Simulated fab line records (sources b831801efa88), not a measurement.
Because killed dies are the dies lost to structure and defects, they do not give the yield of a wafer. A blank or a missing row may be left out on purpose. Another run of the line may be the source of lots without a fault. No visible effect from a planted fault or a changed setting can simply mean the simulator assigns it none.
A struck lot beside a sound one :: flow gf180mcu :: 14 steps out of a route of 602
Sound: these wafers, L583.2, L583.4, L583.6. The struck wafers were L574.2, L574.5, L574.6. At the end, the cause is stated.
Per side, at each step with rows, come the tool, then ch with its chambers, and then its first start. Under that, the readings that differ: sound wafers :: struck wafers :: difference of the means :: sigmas: that difference in standard deviations of wafers without a fault.
alike: a reading whose means differ by less than 2 such deviations, as well as words and numbers matching on both sides. not compared: withheld readings; readings where some wafer has no value; bounds like >300 that might hide an equal value; numbers whose values overlap and for which the record gives no deviation.
Wherever a step has rows on one side only, a row that says differs or no value, or a row with sigmas, the two part there. Numbers that don't overlap but have no deviation are shown without sigmas and don't part them. Lack of a reading on every wafer of one side parts them only where that side has two or more wafers.

first, 4 steps without rows for these wafers: GF_VT_IMPLANT_SOFTBAKE_03 (time 60 s); GF_VT_IMPLANT_EXPOSE_04 (exposes mask LVPWELL LV AREA, target cd 600 nm); GF_VT_IMPLANT_PEB_05; GF_VT_IMPLANT_DEVELOP_06 (develop time 60 s).
GF_VT_IMPLANT_OVL_MEAS_07:
  struck on overlay-01, day 7 10:41; sound on overlay-02, day 9 15:20
  alike: VT_IMPLANT_OVL
following that, these wafers have no rows for 1 step: GF_VT_IMPLANT_IMPLANT_08.
GF_VT_IMPLANT_STRIP_09: strips in O2/N2.
  sound on plasma_asher-02 ch 0,1, day 9 15:31; struck on plasma_asher-02 ch 0,1, day 7 10:52
  alike: drypump_motor_current_A, heater_power_w, oes_product_au, strip_time_to_endpoint_s
  not compared: rf_hours_counter_h
GF_VT_IMPLANT_TW_MEAS_10:
  struck on film_metro-04, day 7 10:58; sound on film_metro-01, day 9 15:38
  alike: VT_IMPLANT_TW
then, 4 steps without rows for these wafers: GF_VT_IMPLANT_DEHYDRATE_11 (time 60 s); GF_VT_IMPLANT_HMDS_12 (prime time 60 s); GF_VT_IMPLANT_COAT_13 (resist thk 1000 nm); GF_VT_IMPLANT_SOFTBAKE_14 (time 60 s).
GF_VT_IMPLANT_EXPOSE_15: exposes mask Nwell LV AREA, target cd 860 nm.
  struck on iline_stepper-01, day 7 18:54; sound on iline_stepper-01 ch 0, day 10 01:06
  no value came back on the struck wafers for exposure_dose_mJ_cm2, focus_offset_nm (nm), na; on the sound wafers exposure_dose_mJ_cm2 reads 139.73 139.79 139.88
reading: model.VT_IMPLANT.overlay_x_nm (nm)
sound: 0.2022 0.2022 0.2022
struck: -0.7959 -0.7959 -0.7959
difference: -0.9981
sigmas: 

reading: model.VT_IMPLANT.overlay_y_nm (nm)
sound: 1.693 1.693 1.693
struck: 1.659 1.659 1.659
difference: -0.034
sigmas: 
  alike: mask
following that, these wafers have no rows for 1 step: GF_VT_IMPLANT_PEB_16.

WHERE THEY PART
Only at GF_VT_IMPLANT_EXPOSE_15, within this record.

WHY: whatever the simulator had introduced
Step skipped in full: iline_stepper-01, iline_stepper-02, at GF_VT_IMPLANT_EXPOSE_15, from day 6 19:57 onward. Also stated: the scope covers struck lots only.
